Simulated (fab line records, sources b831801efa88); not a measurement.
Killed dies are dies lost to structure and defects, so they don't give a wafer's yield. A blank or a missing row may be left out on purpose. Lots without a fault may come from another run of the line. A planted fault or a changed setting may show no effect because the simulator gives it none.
Which tool did it? | flow gf180mcu | 11 lots, 33 wafers sampled, at 4 steps of a route of 602

WHAT THE GAUGES READ, wafer by wafer
GF_M3_OVL_MEAS_15. Usual: M3_OVL 1 nm, standard deviation 5.8.
lot  | measured     | on         | M3_OVL (nm) | flag
L460 | day 22 14:47 | overlay-01 | -5 -3 -2    |
L461 | day 22 21:50 | overlay-01 | -5 5 7      |
L462 | day 23 06:47 | overlay-01 | -2 3 7      |
L463 | day 23 22:44 | overlay-01 | -11 -5 -6   |
L465 | day 24 14:16 | overlay-01 | 11 15 4     |
L466 | day 24 19:35 | overlay-02 | -9 -2 4     |
L474 | day 27 08:59 | overlay-01 | 6 2 2       |
L475 | day 27 10:26 | overlay-02 | 0 3 -2      |
L477 | day 28 09:23 | overlay-02 | 8 0 3       |
L478 | day 28 10:20 | overlay-02 | 6 3 -2      |
L479 | day 28 17:55 | overlay-01 | 4 2 3       |

WHICH TOOL RAN EACH LOT (tool, then ch and the chambers of the sampled wafers, then the start)
lot  | GF_M2_METAL_ETCH_16               | GF_M2_STRIP_17                       | GF_M3_SPUTTER_02
L460 | rie_metal-02 ch 0,1, day 20 11:34 | plasma_asher-03 ch 0,1, day 20 11:42 | pvd_sputter-01, day 21 15:00
L461 | rie_metal-04 ch 0,1, day 20 19:31 | plasma_asher-02 ch 1, day 20 19:39   | pvd_sputter-03, day 21 22:26
L462 | rie_metal-02 ch 0,1, day 21 04:05 | plasma_asher-02 ch 0, day 21 04:13   | pvd_sputter-03, day 22 07:21
L463 | rie_metal-04 ch 0,1, day 21 21:52 | plasma_asher-01 ch 0,1, day 21 22:00 | pvd_sputter-01, day 23 00:38
L465 | rie_metal-04 ch 0,1, day 22 14:04 | plasma_asher-01 ch 0,1, day 22 14:12 | pvd_sputter-03, day 23 15:53
L466 | rie_metal-04 ch 0,1, day 22 19:55 | plasma_asher-01 ch 0,1, day 22 20:03 | pvd_sputter-03, day 23 21:34
L474 | rie_metal-01 ch 0,1, day 25 12:13 | plasma_asher-03 ch 0,1, day 25 12:21 | pvd_sputter-01, day 26 12:29
L475 | rie_metal-02 ch 0, day 25 13:55   | plasma_asher-03 ch 0,1, day 25 14:08 | pvd_sputter-04, day 26 13:49
L477 | rie_metal-02 ch 1, day 26 13:43   | plasma_asher-01 ch 0,1, day 26 13:56 | pvd_sputter-04, day 27 13:10
L478 | rie_metal-01 ch 0,1, day 26 15:25 | plasma_asher-01 ch 0,1, day 26 15:33 | pvd_sputter-04, day 27 14:27
L479 | rie_metal-01 ch 0,1, day 26 23:34 | plasma_asher-03 ch 0,1, day 26 23:41 | pvd_sputter-04, day 27 22:38
- GF_M2_METAL_ETCH_16: etches the open film in Cl2/BCl3, stops on SiO2, target depth 750.8 nm, time 125.1 s.
- GF_M2_STRIP_17: strips in O2/N2.
- GF_M3_SPUTTER_02: material AlCu, target thk 450 nm, time 23.9 s.

WHAT THE TOOLS THEMSELVES READ (means of the sampled wafers that have a number; where no wafer has one, the mark that the record gives instead)
GF_M2_METAL_ETCH_16. Usual: bias_w 140.1 W, standard deviation 0.47; drypump_motor_current_A 5.78 A, standard deviation 0.3; he_backside_leak_sccm 3.29 sccm, standard deviation 0.21; oes_product_au 0.987 a.u., standard deviation 0.0095; throttle_valve_pct 28.234 %, standard deviation 0.012.
lot  | tool         | bias_w (W) | drypump_motor_current_A (A) | he_backside_leak_sccm (sccm) | oes_product_au (a.u.) | throttle_valve_pct (%) | flag
L460 | rie_metal-02 | 140.1      | 5.95                        | 3.30                         | 0.992                 | 28.222                 |
L461 | rie_metal-04 | 139.7      | 5.93                        | 3.39                         | 0.972                 | 28.249                 |
L462 | rie_metal-02 | 140.4      | 5.83                        | 3.37                         | 0.994                 | 28.243                 |
L463 | rie_metal-04 | 139.7      | 5.92                        | 3.50                         | 0.968                 | 28.247                 |
L465 | rie_metal-04 | 156.3      | 5.92                        | 3.29                         | 0.977                 | 28.233                 | OFF
L466 | rie_metal-04 | 171.7      | 6.14                        | 3.30                         | 0.987                 | 28.229                 | OFF
L474 | rie_metal-01 | 140.1      | 5.48                        | 3.27                         | 0.983                 | 28.233                 |
L475 | rie_metal-02 | 140.8      | 5.69                        | 3.30                         | 0.994                 | 28.235                 |
L477 | rie_metal-02 | 140.2      | 6.07                        | 3.29                         | 0.984                 | 28.228                 |
L478 | rie_metal-01 | 140.1      | 5.40                        | 3.38                         | 0.984                 | 28.241                 |
L479 | rie_metal-01 | 140.2      | 5.49                        | 3.31                         | 0.996                 | 28.228                 |

GF_M2_STRIP_17. Usual: drypump_motor_current_A 5.7 A, standard deviation 0.53; heater_power_w 347 W, standard deviation 28; oes_product_au 0.540 a.u., standard deviation 0.0059; strip_time_to_endpoint_s 7.41 s, standard deviation 0.076.
lot  | tool            | drypump_motor_current_A (A) | heater_power_w (W) | oes_product_au (a.u.) | strip_time_to_endpoint_s (s) | flag
L460 | plasma_asher-03 | 5.6                         | 343                | 0.541                 | 7.40                         |
L461 | plasma_asher-02 | 5.4                         | 346                | 0.546                 | 7.55                         |
L462 | plasma_asher-02 | 5.4                         | 331                | 0.536                 | 7.35                         |
L463 | plasma_asher-01 | 5.7                         | 363                | 0.538                 | 7.50                         |
L465 | plasma_asher-01 | 5.7                         | 365                | 0.538                 | 7.43                         |
L466 | plasma_asher-01 | 5.7                         | 361                | 0.538                 | 7.29                         |
L474 | plasma_asher-03 | 5.5                         | 315                | 0.542                 | 7.42                         |
L475 | plasma_asher-03 | 5.6                         | 343                | 0.532                 | 7.32                         |
L477 | plasma_asher-01 | 6.1                         | 362                | 0.544                 | 7.43                         |
L478 | plasma_asher-01 | 5.7                         | 355                | 0.541                 | 7.40                         |
L479 | plasma_asher-03 | 5.6                         | 343                | 0.536                 | 7.43                         |

GF_M3_SPUTTER_02. Usual: throttle_valve_pct 30.0 %, standard deviation 1.1.
lot  | tool           | throttle_valve_pct (%) | flag
L460 | pvd_sputter-01 | 29.7                   |
L461 | pvd_sputter-03 | 28.5                   |
L462 | pvd_sputter-03 | 29.8                   |
L463 | pvd_sputter-01 | 29.7                   |
L465 | pvd_sputter-03 | 28.6                   |
L466 | pvd_sputter-03 | 30.6                   |
L474 | pvd_sputter-01 | 30.2                   |
L475 | pvd_sputter-04 | 30.1                   |
L477 | pvd_sputter-04 | 29.8                   |
L478 | pvd_sputter-04 | 30.4                   |
L479 | pvd_sputter-04 | 29.8                   |

THE ANSWER, worked out from the rows above alone
Rule: a lot is off if the mean of its wafers that have a number lies more than 3 standard deviations from the usual mean. A lot without any number at a reading at which 4 lots or more have one is off too. The other lots that the step has rows for count as sound. The gauges are gone through in route order, then the tools' own readings, and for those a lot's mean is taken as printed above. The first step at which some lot is off is used, and at that step the reading that is off furthest; a lot without a number counts as furthest.
Off: L465, L466, at GF_M2_METAL_ETCH_16 (bias_w).
A tool fits if, at that step or a process step before it, it ran every lot that is off, and no sound lot after the first of them. One fits: rie_metal-04 at GF_M2_METAL_ETCH_16. Its last sound lot is L463 (day 21 21:52), its first lot that is off L465 (day 22 14:04): a fault that began between those two fits.
The tool's own readings at GF_M2_METAL_ETCH_16 bear it out: on the lots that are off they differ by more than 5 times the standard deviation of the sound lots' means. bias_w reads 164.0 W there against 140.1 W on the sound lots.

WHAT THE SIMULATOR HAD PUT IN
Process parameter drift: rie_metal-04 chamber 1, from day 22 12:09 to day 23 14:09, at GF_M2_METAL_ETCH_16. Setting bias_w, moved by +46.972, from 140. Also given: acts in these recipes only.
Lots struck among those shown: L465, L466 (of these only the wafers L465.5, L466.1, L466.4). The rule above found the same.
